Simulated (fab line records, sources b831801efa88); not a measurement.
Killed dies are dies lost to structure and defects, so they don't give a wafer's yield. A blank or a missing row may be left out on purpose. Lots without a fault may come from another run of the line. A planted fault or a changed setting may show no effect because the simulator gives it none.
Chamber matching | flow sky130 | SKY_LI_CONTACT_CMP_02 on cmp-01: 4 sister chambers
The step polishes PSG. 16 wafers are shown with their chamber, then 8 later ones without.

WAFERS WITH THEIR CHAMBER
wafer  | chamber | motor_current_A (A) | time_to_endpoint_s (s) | platen_rpm (rpm)
L433.1 | 2       | 14.3                | 32.2                   | 59.99
L433.2 | 1       | 10.6                | 30.1                   | 60.10
L433.5 | 1       | 10.7                | 31.8                   | 60.07
L436.1 | 3       | 11.5                | 36.7                   | 59.92
L436.2 | 2       | 14.8                | 31.3                   | 59.98
L436.5 | 3       | 12.2                | 35.0                   | 59.95
L437.1 | 0       | 11.7                | 35.4                   | 59.97
L437.3 | 3       | 11.6                | 39.5                   | 59.99
L437.5 | 3       | 11.4                | 36.5                   | 59.98
L439.1 | 0       | 11.7                | 32.4                   | 60.07
L439.3 | 3       | 11.9                | 33.1                   | 59.99
L439.5 | 2       | 13.5                | 29.8                   | 60.00
L440.2 | 1       | 10.7                | 35.6                   | 59.99
L440.5 | 3       | 12.3                | 35.0                   | 60.03
L440.6 | 0       | 11.8                | 30.8                   | 59.99
L443.2 | 2       | 14.1                | 31.7                   | 59.99

SIGNATURES (means of the wafers above)
reading            | chamber 0 | chamber 1 | chamber 2 | chamber 3 | scatter within a chamber
motor_current_A    | 11.733    | 10.667    | 14.175    | 11.817    | 0.364
time_to_endpoint_s | 32.867    | 32.500    | 31.250    | 35.967    | 2.11
platen_rpm         | 60.0100   | 60.0533   | 59.9900   | 59.9767   | 0.0402
Rule: a wafer's distance from a chamber is the root of the sum, over the readings, of the square of ((its reading less the chamber's mean) divided by the reading's scatter). The wafer belongs to the nearest chamber; if the next one is less than 2 further off, it can't be placed. The scatter: the root of (the sum of the squares of (reading less its chamber's mean) over the shown wafers, divided by (wafers less chambers)).

WAFERS WITHOUT THEIR CHAMBER
wafer  | motor_current_A (A) | time_to_endpoint_s (s) | platen_rpm (rpm)
L443.3 | 10.7                | 35.6                   | 60.04
L443.5 | 11.3                | 31.5                   | 59.98
L444.1 | 10.8                | 29.4                   | 59.99
L444.4 | 12.2                | 32.9                   | 60.01
L444.5 | 14.0                | 28.8                   | 59.94
L445.3 | 11.3                | 37.3                   | 60.01
L445.5 | 11.7                | 34.2                   | 59.99
L445.6 | 10.6                | 32.6                   | 60.04

WHICH CHAMBER EACH WENT THROUGH
wafer  | from the rows above          | in truth
L443.3 | can't be placed: 1 or 0 or 3 | 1
L443.5 | can't be placed: 0 or 3 or 1 | 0
L444.1 | can't be placed: 1 or 0      | 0
L444.4 | can't be placed: 0 or 3      | 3
L444.5 | 2                            | 2
L445.3 | can't be placed: 3 or 0 or 1 | 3
L445.5 | can't be placed: 0 or 3      | 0
L445.6 | 1                            | 1
Placed correctly: 2 of 8. Can't be placed from these rows: 6 (the true chamber is among the candidates in 6). Placed wrongly: 0.
